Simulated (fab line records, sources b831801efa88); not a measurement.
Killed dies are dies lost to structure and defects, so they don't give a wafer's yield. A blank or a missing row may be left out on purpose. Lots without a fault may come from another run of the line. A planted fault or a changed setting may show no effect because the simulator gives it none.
Which tool did it? | flow gf180mcu | 24 lots, 72 wafers sampled, at 2 steps of a route of 602

WHAT THE GAUGES READ, wafer by wafer
GF_V2_BOW_MEAS_05. Usual: V2_BOW 101 um, standard deviation 8.
lot  | measured     | on            | V2_BOW (um) | flag
L074 | day 19 04:20 | film_metro-04 | 99 101 97   |
L075 | day 19 11:46 | film_metro-01 | 97 102 102  |
L076 | day 20 02:14 | film_metro-01 | 101 93 103  |
L077 | day 20 10:26 | film_metro-02 | 112 115 117 |
L078 | day 20 17:56 | film_metro-02 | 107 105 107 |
L079 | day 21 12:31 | film_metro-01 | 95 101 96   |
L080 | day 21 19:10 | film_metro-04 | 111 114 109 |
L081 | day 21 22:36 | film_metro-01 | 100 102 109 |
L082 | day 22 09:26 | film_metro-01 | 101 78 96   |
L083 | day 22 14:14 | film_metro-04 | 103 99 100  |
L084 | day 23 02:04 | film_metro-04 | 80 89 92    |
L085 | day 23 07:10 | film_metro-04 | 90 93 106   |
L086 | day 23 12:48 | film_metro-02 | 107 112 102 |
L087 | day 24 06:52 | film_metro-02 | 89 93 93    |
L088 | day 24 11:01 | film_metro-01 | 110 103 108 |
L089 | day 24 18:44 | film_metro-01 | 102 96 107  |
L090 | day 24 22:13 | film_metro-01 | 95 92 86    |
L091 | day 25 08:32 | film_metro-01 | 109 106 108 |
L092 | day 25 23:05 | film_metro-01 | 102 101 96  |
L093 | day 26 05:54 | film_metro-01 | 101 111 100 |
L094 | day 26 11:47 | film_metro-01 | 98 91 91    |
L095 | day 26 14:40 | film_metro-04 | 99 85 94    |
L097 | day 27 05:59 | film_metro-01 | 106 118 116 |
L096 | day 27 07:50 | film_metro-04 | 102 110 92  |

GF_V3_BOW_MEAS_05. Usual: V3_BOW 119 um, standard deviation 7.8.
lot  | measured     | on            | V3_BOW (um) | flag
L074 | day 21 07:58 | film_metro-03 | 119 120 118 |
L075 | day 21 14:58 | film_metro-03 | 112 117 116 |
L076 | day 22 05:13 | film_metro-03 | 118 110 120 |
L077 | day 22 12:34 | film_metro-03 | 123 126 129 |
L078 | day 22 20:01 | film_metro-01 | 121 119 121 |
L079 | day 23 13:29 | film_metro-03 | 116 122 118 |
L080 | day 23 20:41 | film_metro-01 | 131 133 130 |
L081 | day 23 23:40 | film_metro-01 | 116 119 125 |
L082 | day 24 10:37 | film_metro-01 | 117 93 112  |
L083 | day 24 14:22 | film_metro-01 | 121 119 119 |
L084 | day 25 01:05 | film_metro-03 | 102 111 116 |
L085 | day 25 06:48 | film_metro-01 | 105 108 122 |
L086 | day 25 11:57 | film_metro-03 | 125 131 121 |
L087 | day 26 05:10 | film_metro-03 | 107 110 110 |
L088 | day 26 08:11 | film_metro-02 | 132 125 129 |
L089 | day 26 14:58 | film_metro-02 | 124 118 129 |
L090 | day 26 19:26 | film_metro-02 | 121 118 112 |
L091 | day 27 05:41 | film_metro-03 | 123 119 123 |
L092 | day 27 18:30 | film_metro-03 | 116 119 111 |
L093 | day 28 01:40 | film_metro-03 | 117 127 116 |
L094 | day 28 07:14 | film_metro-02 | 112 106 105 |
L095 | day 28 10:13 | film_metro-03 | 121 105 117 |
L097 | day 29 00:44 | film_metro-03 | 120 131 130 |
L096 | day 29 02:22 | film_metro-03 | 118 129 108 |

WHICH TOOL RAN EACH LOT (tool, then ch and the chambers of the sampled wafers, then the start)
The record holds no process step before these readings.

WHAT THE TOOLS THEMSELVES READ (means of the sampled wafers that have a number; where no wafer has one, the mark that the record gives instead)
The record holds no such reading with a usual standard deviation.

THE ANSWER, worked out from the rows above alone
Rule: a lot is off if the mean of its wafers that have a number lies more than 3 standard deviations from the usual mean. A lot without any number at a reading at which 4 lots or more have one is off too. The other lots that the step has rows for count as sound. The gauges are gone through in route order, then the tools' own readings, and for those a lot's mean is taken as printed above. The first step at which some lot is off is used, and at that step the reading that is off furthest; a lot without a number counts as furthest.
No lot is off at any reading shown: from this, nothing can be told.

WHAT THE SIMULATOR HAD PUT IN
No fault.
